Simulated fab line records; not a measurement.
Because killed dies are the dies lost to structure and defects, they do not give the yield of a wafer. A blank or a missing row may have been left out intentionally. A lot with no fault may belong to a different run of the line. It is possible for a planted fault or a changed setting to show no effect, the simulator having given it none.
Chamber matching    flow sky130    SKY_CONTACT_CVD_00 on pecvd-04 has 3 sister chambers
The step deposits Si3N4, target thk 75 nm. 14 wafers are shown with their chamber, then 7 later ones without.

WAFERS, EACH WITH ITS CHAMBER
wafer   chamber  heaterPowerW (W)
L794.1  1        623
L794.3  0        771
L794.6  1        616
L795.1  1        653
L795.2  2        599
L795.3  0        842
L796.2  2        553
L796.3  1        613
L796.4  1        618
L798.1  1        604
L798.2  0        816
L798.3  2        597
L809.2  0        779
L809.3  2        610

SIGNATURES (means of the wafers above)
reading       chamber 0  chamber 1  chamber 2  scatter within a chamber
heaterPowerW  802.00     621.17     589.75     24.5
Rule: a wafer lies at a distance from a chamber equal to the root of the sum of squares, over the readings, of (its reading less the chamber's mean, divided by the reading's scatter). The wafer belongs to the nearest chamber; if the next one is less than 2 further off, it can't be placed. How the scatter is found: for the shown wafers, subtract from each reading the mean of its chamber, square and add these, divide the total by (wafers less chambers), then take the root.

WAFERS MISSING THEIR CHAMBER
wafer   heaterPowerW (W)
L809.5  607
L812.3  855
L812.4  641
L812.5  630
L815.1  606
L815.2  675
L815.5  601

CHAMBER TAKEN BY EACH
wafer   from the rows above      in truth
L809.5  can't be placed: 1 or 2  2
L812.3  0                        0
L812.4  can't be placed: 1 or 2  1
L812.5  can't be placed: 1 or 2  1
L815.1  can't be placed: 1 or 2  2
L815.2  can't be placed: 1 or 2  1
L815.5  can't be placed: 2 or 1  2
Correctly placed: 1 of 7. These rows do not allow placing 6 (true chamber among the candidates in 6). Wrongly placed: 0.
